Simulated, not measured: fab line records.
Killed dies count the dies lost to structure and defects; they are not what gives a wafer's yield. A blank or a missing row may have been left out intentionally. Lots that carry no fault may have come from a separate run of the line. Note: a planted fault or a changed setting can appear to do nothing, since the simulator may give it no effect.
fab line records	flow sky130	part 1 of 2: steps 1 to 33 of 43
record lots=5	wafers=15	lastDay=50
route steps=708 shown CAPM@553 METAL3@555 VIA3@573
lots with no fault: from the same line, run without faults
startH: start of the lot's first displayed wafer, in hours after the record's first day	waitH: hours from the lot's prior step to this one	" as in the row above	L1.1+2: several wafers, shown together as one row	- no value, or no start given	* or withheld: withheld	< > ~ a bound
route shown NAME@n: NAME is a module with steps in the file, n the number in the route of the first one	usual: mean/standard deviation taken from wafers without a fault	same: alike in all rows	chamber/n: place in a boat	sites: per-site readings	_std_site: the standard deviation of these	_edge_site: mean of outer sites minus mean of inner sites	radiusMm: for every site, how far away it sits from the centre of the wafer	mask NAME#n: copy n	behind: the most recent tool/chamber to have shaped the wafer	hold: cause of the lot's hold/its duration in hours/its outcome	device: whichever transistor did not switch (one of n, p or np)	end of line: tests run on the same wafers once the route is complete	a step with no rows: only its recipe	killed: not the wafer's yield, but the dies lost to structure and defects at the first sort	map: a wafer's dies, x killed, . not, _ none there
set.NAME: the run value of the setting; set.NAME@STEP: its run value at that earlier step	model.NAME: the simulator's own value behind a step, which no gauge read
lots at some steps of the route; a table a step, a row a wafer
services: when a tool's chamber went out of use (startH, in hours from the record's first day, below 0 if earlier), for how many hours, and the reason
## steps
# step SKY_CAPM_CLEAN_16
# recipe chemistry=IPA	timeS=180	tempC=25
# same timeS=180
lot.wafer	tool	chamber	startH	waitH
L086.2+5+6	wetBench-03	3	1011.42	0.0
L090.1+4+5	wetBench-03	1	1013.62	0.0
L089.2+3+6	wetBench-02	1	1015.15	0.0
L092.3+5+6	wetBench-02	2	1016.25	0.0
L096.1+2+4	wetBench-01	0	1020.57	0.0
# step SKY_CAPM_CLEAN_17
# recipe chemistry=O3/DIW	dry=n2Spin
lot.wafer	tool	chamber	startH	waitH
L086.2+5+6	wetBench-01	2	1011.48	0.0
L090.1+4+5	wetBench-01	3	1013.68	0.0
L089.2+3+6	wetBench-01	0	1015.22	0.0
L092.3+5+6	wetBench-03	3	1016.31	0.0
L096.1+2+4	wetBench-03	2	1020.63	0.0
# step SKY_METAL3_DEHYDRATE_05
# recipe tempC=200	timeS=60
# same timeS=60
lot.wafer	tool	chamber	startH	waitH
L086.2+5+6	lithoTrack-04	0	1021.32	9.7
L090.1+4+5	lithoTrack-03	0	1024.33	10.6
L089.2+3+6	lithoTrack-03	0	1025.80	10.5
L092.3+5+6	lithoTrack-04	0	1027.69	11.3
L096.1+2+4	lithoTrack-02	0	1032.61	11.9
# step SKY_METAL3_HMDS_06
# recipe primeTimeS=60	primeTempC=120
lot.wafer	tool	chamber	startH	waitH
L086.2+5+6	lithoTrack-04	0	1021.47	0.1
L090.1+4+5	lithoTrack-03	0	1024.48	0.1
L089.2+3+6	lithoTrack-03	0	1025.95	0.1
L092.3+5+6	lithoTrack-04	0	1027.84	0.1
L096.1+2+4	lithoTrack-02	0	1032.76	0.1
# step SKY_METAL3_COAT_07
# recipe resist=BARC	tempC=withheld	timeS=withheld	spinRpm=3000	resistThkNm=60
lot.wafer	tool	chamber	startH	waitH
L086.2+5+6	lithoTrack-04	0	1021.62	0.1
L090.1+4+5	lithoTrack-03	0	1024.63	0.1
L089.2+3+6	lithoTrack-03	0	1026.10	0.1
L092.3+5+6	lithoTrack-04	0	1027.99	0.1
L096.1+2+4	lithoTrack-02	0	1032.91	0.1
# step SKY_METAL3_COAT_08
# recipe resist=KrF-thick	spinRpm=3000	resistThkNm=1140
lot.wafer	tool	chamber	startH	waitH
L086.2+5+6	lithoTrack-04	0	-	-
L090.1+4+5	lithoTrack-03	0	-	-
L089.2+3+6	lithoTrack-03	0	-	-
L092.3+5+6	lithoTrack-04	0	-	-
L096.1+2+4	lithoTrack-02	0	-	-
# step SKY_METAL3_SOFTBAKE_09
# recipe tempC=100	timeS=90	resist=KrF-thick
# same timeS=90
lot.wafer	tool	chamber	startH	waitH
L086.2+5+6	lithoTrack-04	0	-	-
L090.1+4+5	lithoTrack-03	0	-	-
L089.2+3+6	lithoTrack-03	0	-	-
L092.3+5+6	lithoTrack-04	0	-	-
L096.1+2+4	lithoTrack-02	0	-	-
# step SKY_METAL3_EXPOSE_10
# recipe maskId=MM3	na=0.68	sourceShape=annular	sigmaInner=0.4	sigmaOuter=0.8	targetCdNm=300	doseMj=28
# same sigmaInner=0.4	sigmaOuter=0.8
lot.wafer	tool	chamber	startH	waitH	mask
L086.2+5+6	krfScanner-02	0	-	-	MM3#0
L090.1+4+5	krfScanner-01	0	-	-	MM3#0
L089.2+3+6	krfScanner-02	0	-	-	MM3#0
L092.3+5+6	krfScanner-01	0	-	-	MM3#0
L096.1+2+4	krfScanner-01	0	-	-	MM3#0
# step SKY_METAL3_PEB_11
# recipe pebTempC=withheld	pebTimeS=withheld	resist=KrF-thick
lot.wafer	tool	chamber	startH	waitH
L086.2+5+6	lithoTrack-03	0	-	-
L090.1+4+5	lithoTrack-03	0	-	-
L089.2+3+6	lithoTrack-02	0	-	-
L092.3+5+6	lithoTrack-02	0	-	-
L096.1+2+4	lithoTrack-03	0	-	-
# step SKY_METAL3_DEVELOP_12
# recipe developTimeS=60	resist=KrF-thick	devTempC=21
lot.wafer	tool	chamber	startH	waitH
L086.2+5+6	lithoTrack-03	0	-	-
L090.1+4+5	lithoTrack-03	0	-	-
L089.2+3+6	lithoTrack-02	0	-	-
L092.3+5+6	lithoTrack-02	0	-	-
L096.1+2+4	lithoTrack-03	0	-	-
# step SKY_METAL3_CD_MEAS_13
# recipe targetCdNm=300
# usual cdNm=300.3/1.5
lot.wafer	tool	chamber	startH	waitH	cdNm
L086.2	cdSem-01	-	1034.45	-	301.7
L086.5	"	-	"	"	301.6
L086.6	"	-	"	"	301.7
L090.1	cdSem-02	-	1036.33	-	297.8
L090.4	"	-	"	"	298.4
L090.5	"	-	"	"	300.0
L089.2	cdSem-01	-	1037.93	-	299.0
L089.3	"	-	"	"	300.6
L089.6	"	-	"	"	299.7
L092.3	cdSem-01	-	1039.45	-	300.2
L092.5	"	-	"	"	302.1
L092.6	"	-	"	"	302.4
L096.1	cdSem-02	-	1042.68	-	300.0
L096.2	"	-	"	"	300.8
L096.4	"	-	"	"	299.0
# step SKY_METAL3_OVL_MEAS_14
# usual METAL3_OVL=-1/6.5
lot.wafer	tool	chamber	startH	waitH	METAL3_OVL[nm]
L086.2	overlay-02	-	1034.55	0.1	1
L086.5	"	-	"	"	0
L086.6	"	-	"	"	3
L090.1	overlay-02	-	1036.45	0.1	19
L090.4	"	-	"	"	2
L090.5	"	-	"	"	13
L089.2	overlay-01	-	1038.04	0.1	-7
L089.3	"	-	"	"	-5
L089.6	"	-	"	"	0
L092.3	overlay-01	-	1039.54	0.1	14
L092.5	"	-	"	"	1
L092.6	"	-	"	"	-2
L096.1	overlay-02	-	1042.80	0.1	6
L096.2	"	-	"	"	-7
L096.4	"	-	"	"	-2
# step SKY_METAL3_DESCUM_15
# recipe chemistry=O2	sourcePowerW=150	biasPowerW=0	pressureMtorr=10	tempC=40	timeS=8
# usual drypumpMotorCurrentA=5.8/0.51	heBacksideLeakSccm=3.3/0.32	oesProductAu=1.000/0.01
# same timeS=8
lot.wafer	tool	chamber	startH	waitH	drypumpMotorCurrentA	heBacksideLeakSccm	oesProductAu	rfHoursCounterH
L086.2	rieMetal-03	1	1034.58	0.0	5.1	3.1	1.003	17
L086.5	"	1	"	"	5.1	3.6	1.003	-
L086.6	"	0	"	"	6.0	3.1	0.992	-
L090.1	rieMetal-04	1	1036.48	0.0	5.2	3.3	1.004	10
L090.4	"	0	"	"	6.0	3.7	0.982	-
L090.5	"	0	"	"	6.0	3.6	0.992	-
L089.2	rieMetal-01	1	1038.07	0.0	6.3	3.1	1.009	18
L089.3	"	1	"	"	6.3	3.1	1.006	-
L089.6	"	1	"	"	6.3	3.1	1.002	-
L092.3	rieMetal-01	1	1039.58	0.0	6.3	3.4	0.994	-
L092.5	"	1	"	"	6.3	3.4	0.993	-
L092.6	"	0	"	"	6.5	3.3	0.997	-
L096.1	rieMetal-03	1	1042.83	0.0	5.1	3.2	1.017	18
L096.2	"	0	"	"	6.0	3.2	0.993	13
L096.4	"	1	"	"	5.1	3.1	1.003	-
# step SKY_METAL3_ETCH_16
# recipe chemistry=N2/H2	target=BARC	ionEnergyEv=200	biasW=100	pressureMtorr=30	n2FlowSccm=100	h2FlowSccm=200	icpW=487.9	stopOn=SiO2	timeS=88.2	targetDepthA=600
# usual drypumpMotorCurrentA=5.8/0.51	heBacksideLeakSccm=3.3/0.33	oesProductAu=0.627/0.0048	throttleValvePct=13.206/0.0094
# same timeS=88.2
lot.wafer	tool	chamber	startH	waitH	drypumpMotorCurrentA	heBacksideLeakSccm	oesProductAu	rfHoursCounterH	throttleValvePct
L086.2	rieMetal-03	1	1034.61	0.0	5.1	3.2	0.632	17	13.200
L086.5	"	1	"	"	5.1	3.1	0.619	-	13.197
L086.6	"	0	"	"	6.0	3.1	0.622	-	13.219
L090.1	rieMetal-04	1	1036.51	0.0	5.2	3.3	0.623	10	13.186
L090.4	"	0	"	"	6.0	3.6	0.619	-	13.203
L090.5	"	0	"	"	6.0	3.6	0.625	-	13.199
L089.2	rieMetal-01	1	1038.10	0.0	6.3	3.2	0.632	18	13.216
L089.3	"	1	"	"	6.3	3.1	0.629	-	13.217
L089.6	"	1	"	"	6.3	3.1	0.629	-	13.212
L092.3	rieMetal-01	1	1039.63	0.0	6.3	2.9	0.621	-	13.199
L092.5	"	1	"	"	6.3	3.0	0.621	-	13.202
L092.6	"	0	"	"	6.5	3.3	0.626	-	13.205
L096.1	rieMetal-03	1	1042.86	0.0	5.1	3.2	0.625	18	13.208
L096.2	"	0	"	"	6.0	3.2	0.634	13	13.204
L096.4	"	1	"	"	5.1	3.1	0.631	-	13.212
# step SKY_METAL3_ETCH_17
# recipe target=SiO2	stopOn=TiN	chemistry=C4F8/O2/Ar	sourceW=1500	biasW=1200	pressureMtorr=40	c4f8FlowSccm=withheld	O2_flow_sccm=6	Ar_flow_sccm=300	timeS=3.9	targetDepthA=150
# usual oesProductAu=0.754/0.0064
# same timeS=3.9
lot.wafer	tool	chamber	startH	waitH	oesProductAu	rfHoursCounterH
L086.2	rieDiel-04	2	1034.71	0.1	0.752	7
L086.5	"	2	"	"	0.753	-
L086.6	"	1	"	"	0.751	-
L090.1	rieDiel-01	3	1036.61	0.1	0.758	28
L090.4	"	0	"	"	0.766	26
L090.5	"	2	"	"	0.755	-
L089.2	rieDiel-03	3	1038.20	0.1	0.748	2
L089.3	"	1	"	"	0.749	18
L089.6	"	0	"	"	0.754	-
L092.3	rieDiel-04	2	1039.70	0.0	0.750	7
L092.5	"	1	"	"	0.750	-
L092.6	"	3	"	"	0.751	-
L096.1	rieDiel-04	2	1042.96	0.1	0.749	7
L096.2	"	1	"	"	0.738	13
L096.4	"	1	"	"	0.744	-
# step SKY_METAL3_METAL_ETCH_18
# recipe targetDepthA=8450	stopOn=SiO2	overEtchFrac=0.3	timeS=183.1	chemistry=Cl2/BCl3	resistSidewallDeg=88	pressureMtorr=10	icpW=900	biasW=48.5	Cl2_flow_sccm=60	bcl3FlowSccm=30
# usual drypumpMotorCurrentA=5.9/0.52	heBacksideLeakSccm=3.29/0.27	mfcCl2Sccm=59.96/0.17	oesProductAu=0.864/0.0051	throttleValvePct=22.265/0.0089
# same overEtchFrac=0.3	timeS=183.1
lot.wafer	tool	chamber	startH	waitH	drypumpMotorCurrentA	heBacksideLeakSccm	mfcCl2Sccm	oesProductAu	rfHoursCounterH	throttleValvePct
L086.2	rieMetal-01	1	1034.73	0.0	6.3	3.26	60.01	0.865	17	22.271
L086.5	"	1	"	"	6.3	3.18	59.95	0.872	-	22.249
L086.6	"	0	"	"	6.5	3.32	60.09	0.869	-	22.257
L090.1	rieMetal-03	1	1036.63	0.0	5.1	3.56	60.08	0.860	17	22.270
L090.4	"	0	"	"	6.0	3.44	60.12	0.858	-	22.258
L090.5	"	0	"	"	6.0	5.53	59.92	0.860	-	22.260
L089.2	rieMetal-04	0	1038.21	0.0	6.0	3.79	60.02	0.861	20	22.272
L089.3	"	1	"	"	5.2	3.18	59.82	0.871	-	22.265
L089.6	"	0	"	"	6.0	3.70	60.17	0.859	-	22.271
L092.3	rieMetal-03	0	1039.77	0.1	6.0	3.10	59.94	0.873	-	22.266
L092.5	"	1	"	"	5.1	3.37	59.54	0.872	-	22.263
L092.6	"	0	"	"	6.0	3.16	60.41	0.869	-	22.274
L096.1	rieMetal-01	1	1042.98	0.0	6.3	3.38	59.85	0.855	19	22.275
L096.2	"	1	"	"	6.3	3.23	60.16	0.860	-	22.284
L096.4	"	1	"	"	6.3	3.21	59.97	0.859	-	22.283
# step SKY_METAL3_STRIP_19
# recipe chemistry=O2/N2	powerW=1400	pressureMtorr=1500	platenTempC=withheld	o2FlowSccm=3000	n2FlowSccm=300	overashFraction=0.5
# usual drypumpMotorCurrentA=5.67/0.27	oesProductAu=0.503/0.0054	stripTimeToEndpointS=6.55/0.08
lot.wafer	tool	chamber	startH	waitH	drypumpMotorCurrentA	oesProductAu	rfHoursCounterH	stripTimeToEndpointS
L086.2	plasmaAsher-03	0	1034.97	0.2	5.19	0.501	92	6.48
L086.5	"	1	"	"	5.46	0.508	-	6.53
L086.6	"	0	"	"	5.17	0.501	-	6.47
L090.1	plasmaAsher-02	0	1036.81	0.1	5.96	0.501	30	6.48
L090.4	"	0	"	"	5.96	0.512	-	6.64
L090.5	"	1	"	"	5.88	0.503	-	6.70
L089.2	plasmaAsher-02	1	1038.39	0.1	5.82	0.504	30	6.56
L089.3	"	1	"	"	5.78	0.500	-	6.46
L089.6	"	0	"	"	5.96	0.501	-	6.61
L092.3	plasmaAsher-03	1	1039.93	0.1	5.44	0.506	-	6.70
L092.5	"	1	"	"	5.45	0.500	-	6.49
L092.6	"	0	"	"	5.20	0.507	-	6.61
L096.1	plasmaAsher-02	1	1043.34	0.3	5.86	0.492	31	6.48
L096.2	"	0	"	"	5.96	0.503	31	6.43
L096.4	"	0	"	"	5.96	0.504	-	6.52
# step SKY_METAL3_STRIP_20
# recipe chemistry=postEtchResidueRemover	timeS=1200	tempC=72.5
# same timeS=1200
lot.wafer	tool	chamber	startH	waitH
L086.2+5+6	wetBench-02	0	1035.07	0.1
L090.1+4+5	wetBench-01	0	1036.96	0.1
L089.2+3+6	wetBench-02	3	1038.49	0.1
L092.3+5+6	wetBench-02	2	1039.99	0.0
L096.1+2+4	wetBench-04	3	1043.44	0.1
# step SKY_METAL3_CLEAN_21
# recipe chemistry=IPA	timeS=180	tempC=25
# same timeS=180
lot.wafer	tool	chamber	startH	waitH
L086.2+5+6	wetBench-04	3	1035.41	0.0
L090.1+4+5	wetBench-01	3	1037.33	0.0
L089.2+3+6	wetBench-04	1	1038.83	0.0
L092.3+5+6	wetBench-01	3	1040.33	0.0
L096.1+2+4	wetBench-02	3	1043.78	0.0
# step SKY_METAL3_CLEAN_22
# recipe chemistry=O3/DIW	dry=n2Spin
lot.wafer	tool	chamber	startH	waitH
L086.2+5+6	wetBench-02	3	1035.53	0.0
L090.1+4+5	wetBench-01	2	1037.39	0.0
L089.2+3+6	wetBench-01	1	1038.89	0.0
L092.3+5+6	wetBench-02	0	1040.39	0.0
L096.1+2+4	wetBench-01	2	1043.84	0.0
# step SKY_VIA3_HDPCVD_00
# recipe material=SiO2	targetThkNm=1635	sigmaOpenFrac=0.3	timeS=272.5	tempC=400	sih4FlowSccm=60	pressureMtorr=6
# same timeS=272.5
lot.wafer	tool	chamber	startH	waitH
L086.2+5+6	hdpcvd-02	2,1,2	1035.62	0.0
L090.1+4+5	hdpcvd-02	1,1,2	1037.48	0.0
L089.2+3+6	hdpcvd-02	0,2,0	1038.98	0.0
L092.3+5+6	hdpcvd-01	1,0,1	1040.48	0.0
L096.1+2+4	hdpcvd-01	1,0,2	1043.93	0.0
# step SKY_VIA3_THK_MEAS_01
# recipe reads=SiO2_of_VIA3_HDPCVD_00
# usual VIA3_HDPCVD_THK=1636/17
lot.wafer	tool	chamber	startH	waitH	VIA3_HDPCVD_THK[nm]
L086.2	filmMetro-01	-	1035.80	0.1	1632
L086.5	"	-	"	"	1625
L086.6	"	-	"	"	1630
L090.1	filmMetro-01	-	1037.65	0.1	1627
L090.4	"	-	"	"	1617
L090.5	"	-	"	"	1645
L089.2	filmMetro-03	-	1039.16	0.1	1643
L089.3	"	-	"	"	1635
L089.6	"	-	"	"	1614
L092.3	filmMetro-03	-	1040.67	0.1	1631
L092.5	"	-	"	"	1639
L092.6	"	-	"	"	1641
L096.1	filmMetro-02	-	1044.10	0.1	1612
L096.2	"	-	"	"	1625
L096.4	"	-	"	"	1604
# step SKY_VIA3_CMP_02
# recipe material=SiO2	downForcePsi=4	platenRpm=60	padVelocityMS=0.94248
# usual motorCurrentA=12.3/1.3
lot.wafer	tool	chamber	startH	waitH	motorCurrentA
L086.2	cmp-02	0	1035.95	0.1	11.4
L086.5	"	2	"	"	11.6
L086.6	"	3	"	"	14.9
L090.1	cmp-01	2	1037.81	0.1	10.8
L090.4	"	1	"	"	12.1
L090.5	"	2	"	"	10.6
L089.3	cmp-01	1	1039.25	0.1	12.2
L089.2	"	2	"	"	9.9
L089.6	"	1	"	"	12.1
L092.3	cmp-02	2	1040.81	0.1	11.7
L092.5	"	0	"	"	11.7
L092.6	"	1	"	"	13.9
L096.2	cmp-02	3	1044.16	0.0	14.0
L096.4	"	0	"	"	11.2
L096.1	"	1	"	"	13.0
# step SKY_VIA3_BOW_MEAS_03
# recipe mode=bow
# usual VIA3_BOW=79/8.8
lot.wafer	tool	chamber	startH	waitH	VIA3_BOW[um]
L086.2	filmMetro-03	-	1036.17	0.2	76
L086.5	"	-	"	"	80
L086.6	"	-	"	"	72
L090.1	filmMetro-01	-	1038.11	0.2	73
L090.4	"	-	"	"	84
L090.5	"	-	"	"	77
L089.2	filmMetro-03	-	1039.57	0.2	80
L089.3	"	-	"	"	90
L089.6	"	-	"	"	80
L092.3	filmMetro-02	-	1041.05	0.2	80
L092.5	"	-	"	"	72
L092.6	"	-	"	"	69
L096.1	filmMetro-03	-	1044.46	0.1	69
L096.2	"	-	"	"	75
L096.4	"	-	"	"	78
# step SKY_VIA3_DEHYDRATE_04
# recipe tempC=200	timeS=60
# same timeS=60
lot.wafer	tool	chamber	startH	waitH
L086.2+5+6	lithoTrack-04	0	1045.67	9.5
L090.1+4+5	lithoTrack-03	0	1047.58	9.4
L089.2+3+6	lithoTrack-04	0	1049.52	9.9
L092.3+5+6	lithoTrack-01	0	1051.87	10.8
L096.1+2+4	lithoTrack-04	0	1056.20	11.7
# step SKY_VIA3_HMDS_05
# recipe primeTimeS=60	primeTempC=120
lot.wafer	tool	chamber	startH	waitH
L086.2+5+6	lithoTrack-04	0	1045.82	0.1
L090.1+4+5	lithoTrack-03	0	1047.73	0.1
L089.2+3+6	lithoTrack-04	0	1049.67	0.1
L092.3+5+6	lithoTrack-01	0	1052.02	0.1
L096.1+2+4	lithoTrack-04	0	1056.35	0.1
# step SKY_VIA3_COAT_06
# recipe resist=BARC	tempC=withheld	timeS=withheld	spinRpm=3000	resistThkNm=60
lot.wafer	tool	chamber	startH	waitH
L086.2+5+6	lithoTrack-04	0	1045.97	0.1
L090.1+4+5	lithoTrack-03	0	1047.88	0.1
L089.2+3+6	lithoTrack-04	0	1049.82	0.1
L092.3+5+6	lithoTrack-01	0	1052.17	0.1
L096.1+2+4	lithoTrack-04	0	1056.50	0.1
# step SKY_VIA3_COAT_07
# recipe resist=KrF-thick	spinRpm=3000	resistThkNm=450
lot.wafer	tool	chamber	startH	waitH
L086.2+5+6	lithoTrack-04	0	-	-
L090.1+4+5	lithoTrack-03	0	-	-
L089.2+3+6	lithoTrack-04	0	-	-
L092.3+5+6	lithoTrack-01	0	-	-
L096.1+2+4	lithoTrack-04	0	-	-
# step SKY_VIA3_SOFTBAKE_08
# recipe tempC=100	timeS=90	resist=KrF-thick
# same timeS=90
lot.wafer	tool	chamber	startH	waitH
L086.2+5+6	lithoTrack-04	0	-	-
L090.1+4+5	lithoTrack-03	0	-	-
L089.2+3+6	lithoTrack-04	0	-	-
L092.3+5+6	lithoTrack-01	0	-	-
L096.1+2+4	lithoTrack-04	0	-	-
# step SKY_VIA3_EXPOSE_09
# recipe maskId=VIM3	na=0.8	sourceShape=annular	sigmaInner=0.55	sigmaOuter=0.85	targetCdNm=200	doseMj=38
# same sigmaInner=0.55	sigmaOuter=0.85
lot.wafer	tool	chamber	startH	waitH	mask
L086.2+5+6	krfScanner-01	0	-	-	VIM3#0
L090.1+4+5	krfScanner-01	0	-	-	VIM3#0
L089.2+3+6	krfScanner-01	0	-	-	VIM3#0
L092.3+5+6	krfScanner-01	0	-	-	VIM3#0
L096.1+2+4	krfScanner-01	0	-	-	VIM3#0
# step SKY_VIA3_PEB_10
# recipe pebTempC=withheld	pebTimeS=withheld	resist=KrF-thick
lot.wafer	tool	chamber	startH	waitH
L086.2+5+6	lithoTrack-01	0	-	-
L090.1+4+5	lithoTrack-03	0	-	-
L089.2+3+6	lithoTrack-01	0	-	-
L092.3+5+6	lithoTrack-01	0	-	-
L096.1+2+4	lithoTrack-01	0	-	-
# step SKY_VIA3_DEVELOP_11
# recipe developTimeS=60	resist=KrF-thick	devTempC=21
lot.wafer	tool	chamber	startH	waitH
L086.2+5+6	lithoTrack-01	0	-	-
L090.1+4+5	lithoTrack-03	0	-	-
L089.2+3+6	lithoTrack-01	0	-	-
L092.3+5+6	lithoTrack-01	0	-	-
L096.1+2+4	lithoTrack-01	0	-	-
# step SKY_VIA3_CD_MEAS_12
# recipe targetCdNm=200
# usual cdNm=199.6/1.5
lot.wafer	tool	chamber	startH	waitH	cdNm
L086.2	cdSem-02	-	1059.14	-	200.3
L086.5	"	-	"	"	200.5
L086.6	"	-	"	"	200.1
L090.1	cdSem-01	-	1060.08	-	201.3
L090.4	"	-	"	"	200.8
L090.5	"	-	"	"	200.1
L089.2	cdSem-01	-	1061.19	-	198.8
L089.3	"	-	"	"	198.4
L089.6	"	-	"	"	198.7
L092.3	cdSem-01	-	1062.56	-	199.0
L092.5	"	-	"	"	199.5
L092.6	"	-	"	"	199.7
L096.1	cdSem-01	-	1066.27	-	197.6
L096.2	"	-	"	"	198.4
L096.4	"	-	"	"	197.2
